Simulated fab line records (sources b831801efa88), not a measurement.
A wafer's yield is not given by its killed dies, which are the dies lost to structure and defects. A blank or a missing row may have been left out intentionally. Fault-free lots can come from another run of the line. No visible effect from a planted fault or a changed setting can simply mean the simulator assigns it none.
Which tool was responsible? + flow sfq_line + Sampling: 15 lots, 42 wafers, 3 of 325 route steps

== WHAT EACH GAUGE READ, for each wafer ==
SFQ_I4_OVL_MEAS_928.
| lot  | measured     | on         | I4_OVL (nm) |
|------|--------------|------------|-------------|
| L980 | day 47 21:24 | overlay-02 | 11 17 13    |
| L981 | day 48 09:31 | overlay-02 | 2 5 3       |
| L982 | day 49 04:44 | overlay-01 | -2 3 4      |
| L983 | day 50 05:55 | overlay-01 | 4 7 4       |
| L984 | day 50 13:08 | overlay-01 | 7 11 7      |
| L985 | day 51 08:19 | overlay-02 | 3 6 6       |
| L992 | day 54 19:50 | overlay-01 | 9 16        |
| L994 | day 54 23:25 | overlay-01 | 0 7         |
| L995 | day 55 00:37 | overlay-01 | -1 0        |
| L996 | day 55 01:49 | overlay-01 | 0 1 1       |
| L997 | day 55 06:11 | overlay-02 | 6 4 -2      |
| L998 | day 55 07:22 | overlay-02 | -4 -1 -6    |
| L999 | day 55 08:34 | overlay-02 | 7 8 2       |
| L100 | day 55 09:46 | overlay-02 | -3 1 0      |
| L103 | day 55 13:22 | overlay-02 | 4 6 8       |

SFQ_JJ_OVL_MEAS_931.
| lot  | measured     | on         | J5_OVL (nm) |
|------|--------------|------------|-------------|
| L980 | day 53 22:35 | overlay-01 | -13 -13 -8  |
| L981 | day 54 12:55 | overlay-02 | -7 -1 -3    |
| L982 | day 55 06:48 | overlay-01 | -5 -6 -14   |
| L983 | day 55 23:35 | overlay-02 | -5 -8 -11   |
| L984 | day 56 08:00 | overlay-02 | -3 0 -5     |
| L985 | day 56 22:23 | overlay-02 | -7 -12 -6   |
| L992 | day 59 05:17 | overlay-02 | -7 -8       |
| L994 | day 59 07:40 | overlay-02 | 3 1         |
| L995 | day 59 08:52 | overlay-02 | -5 -5       |
| L996 | day 59 10:04 | overlay-02 | -9 -11 -13  |
| L997 | day 59 11:17 | overlay-02 | -3 2 1      |
| L998 | day 59 12:28 | overlay-02 | -1 0 -1     |
| L999 | day 59 13:40 | overlay-02 | -8 -7 -9    |
| L100 | day 59 14:52 | overlay-02 | -11 -2 -10  |
| L103 | day 59 18:28 | overlay-02 | -9 -9 -3    |

SFQ_M5_OVL_MEAS_932.
| lot  | measured     | on         | M5_OVL (nm) |
|------|--------------|------------|-------------|
| L980 | day 58 16:04 | overlay-02 | -7 -7 -12   |
| L981 | day 59 00:28 | overlay-01 | 3 2 -6      |
| L982 | day 59 15:23 | overlay-02 | -4 -5 1     |
| L983 | day 60 07:53 | overlay-01 | -6 -2 -8    |
| L984 | day 60 17:29 | overlay-02 | -8 -4 -7    |
| L985 | day 61 13:10 | overlay-01 | 5 7 4       |
| L992 | day 64 05:28 | overlay-02 | 4 3         |
| L994 | day 64 10:15 | overlay-02 | 0 -1        |
| L995 | day 64 11:27 | overlay-01 | -8 6        |
| L996 | day 64 13:51 | overlay-01 | -3 2 -1     |
| L997 | day 64 16:16 | overlay-01 | -4 0 -4     |
| L998 | day 64 17:27 | overlay-02 | 3 -2 -3     |
| L999 | day 64 18:40 | overlay-01 | 4 1 4       |
| L100 | day 64 21:04 | overlay-01 | -2 0 1      |
| L103 | day 65 06:27 | overlay-02 | -4 -6 -2    |

== WHICH TOOL RAN EACH LOT (tool, then ch and the chambers of the sampled wafers, then the start) ==
Before these readings, the record contains no process step.

== WHAT THE TOOLS THEMSELVES READ (means of the sampled wafers that have a number; where no wafer has one, the mark that the record gives instead) ==
The record holds no such reading with a usual standard deviation.

== THE ANSWER, worked out from the rows above alone ==
Rule: the lots themselves supply what counts as usual. The widest of any qualifying gaps counts: lots, ordered by their means at a reading, are off when they make up no more than a third of the lots, leave a main group of 4 or more, and stand apart from it by 3 or more times the standard deviation of that group's means. Not used: any main group whose means are identical at the precision the tables above print for the reading. Also off: a lot with no number at a reading for which 4 or more lots have one. Where the step has rows for the other lots, those lots are counted as sound. The gauges are gone through in route order, then the tools' own readings, and for those a lot's mean is taken as printed above. At the first step where some lot is off, the reading lying furthest off is the one used; lots without a number count as furthest.
Nothing can be told from this: no lot is off at any reading shown.

== WHAT HAD BEEN PUT IN BY THE SIMULATOR ==
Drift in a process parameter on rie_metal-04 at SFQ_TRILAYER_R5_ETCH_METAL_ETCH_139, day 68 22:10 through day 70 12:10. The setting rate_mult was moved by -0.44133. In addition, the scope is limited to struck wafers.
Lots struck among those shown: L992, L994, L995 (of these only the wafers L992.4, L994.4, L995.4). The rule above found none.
